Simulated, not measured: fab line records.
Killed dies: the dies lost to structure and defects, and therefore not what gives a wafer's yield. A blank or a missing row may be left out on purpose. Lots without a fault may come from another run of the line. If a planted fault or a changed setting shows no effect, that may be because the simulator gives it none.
One fault seen from 2 desks    flow sky130    every desk sees just its own numbers, and what lay behind them comes last

METROLOGY DESK
What the gauges read, lot by lot, whatever tool the lot ran on: means of the sampled wafers that have a number. The brackets show how far a lot's mean lies from the usual mean; more than 4 standard deviations puts the lot out of limits, marked OUT.
Columns: A = NWELL_OXIDATION_THK at SKY_NWELL_THK_MEAS_02, usual 9.99 nm; B = cdNm at SKY_VT_ADJUST_HVTP_CD_MEAS_07, usual 379.4 nm
lot   first seen here  A      B
L241  day 2 13:21      9.87   377.0
L242  day 2 19:49      9.84   382.7
L243  day 2 23:21      9.98   381.6
L244  day 3 03:10      9.81   382.9
L245  day 3 10:31      9.94   379.7
L246  day 3 20:22      9.80   375.7
L248  day 4 05:00      10.05  378.8
L250  day 4 12:20      9.96   381.2
L257  day 5 21:17      10.04  382.0
L260  day 7 00:05      10.05  375.0
L263  day 7 10:34      10.11  375.8
L264  day 7 17:04      9.86   379.9
This desk found nothing out of limits on any of the 12 lots.

AT THE TOOL OWNER'S DESK: rieSi-01
The tool's own readings at SKY_FIELD_ISO_ETCH_17 (etches Si in HBr/Cl2/O2, target depth 342 nm, time 97.7 s): means of the sampled wafers that have a number, for each lot that ran on this tool. The brackets show how far a lot's mean lies from the usual mean; more than 4 standard deviations puts the lot out of limits, marked OUT.
Columns: A = HBr_flow_sccm at SKY_FIELD_ISO_ETCH_17, usual 150.0 sccm; B = drypumpMotorCurrentA at SKY_FIELD_ISO_ETCH_17, usual 6.2 A; C = oesProductAu at SKY_FIELD_ISO_ETCH_17, usual 1.003 a.u.; D = runLengthS at SKY_FIELD_ISO_ETCH_17, usual 126.2 s; E = throttleValvePct at SKY_FIELD_ISO_ETCH_17, usual 25.654 %
lot   first seen here  A      B    C      D                 E
L243  day 2 17:16      150.0  6.4  0.995  126.0             25.659
L245  day 3 01:46      150.1  6.3  1.003  126.3             25.657
L246  day 3 06:37      150.1  6.3  0.998  126.5             25.666
L248  day 3 16:46      150.1  6.1  1.000  119.4 (-17) OUT   25.654
L250  day 4 05:22      149.9  6.3  1.005  122.9 (-8.1) OUT  25.654
L263  day 7 01:40      150.1  6.2  1.009  126.4             25.653
L264  day 7 07:10      150.0  6.2  1.008  126.1             25.654
This desk's finding: out of limits on L248, L250; first on L248, day 3 16:46 (runLengthS at SKY_FIELD_ISO_ETCH_17). In limits: L243, L245, L246, L263, L264.

PUT TOGETHER
An alarm could have come from the tool owner's desk at day 3 16:46, on L248, L250.
The metrology desk saw nothing out of limits.
The metrology desk has L248, L250 on record, within its limits.
SKY_FIELD_ISO_ETCH_17 was run on rieSi-01 by each of the lots named.

WHAT WAS PUT IN BY THE SIMULATOR
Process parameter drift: rieSi-01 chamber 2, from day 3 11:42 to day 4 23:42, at SKY_FIELD_ISO_ETCH_17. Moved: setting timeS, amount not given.
Struck lots among those shown: L248, L250.
Each desk's first reading out of limits, in hours after the fault started: the tool owner's desk, 5.
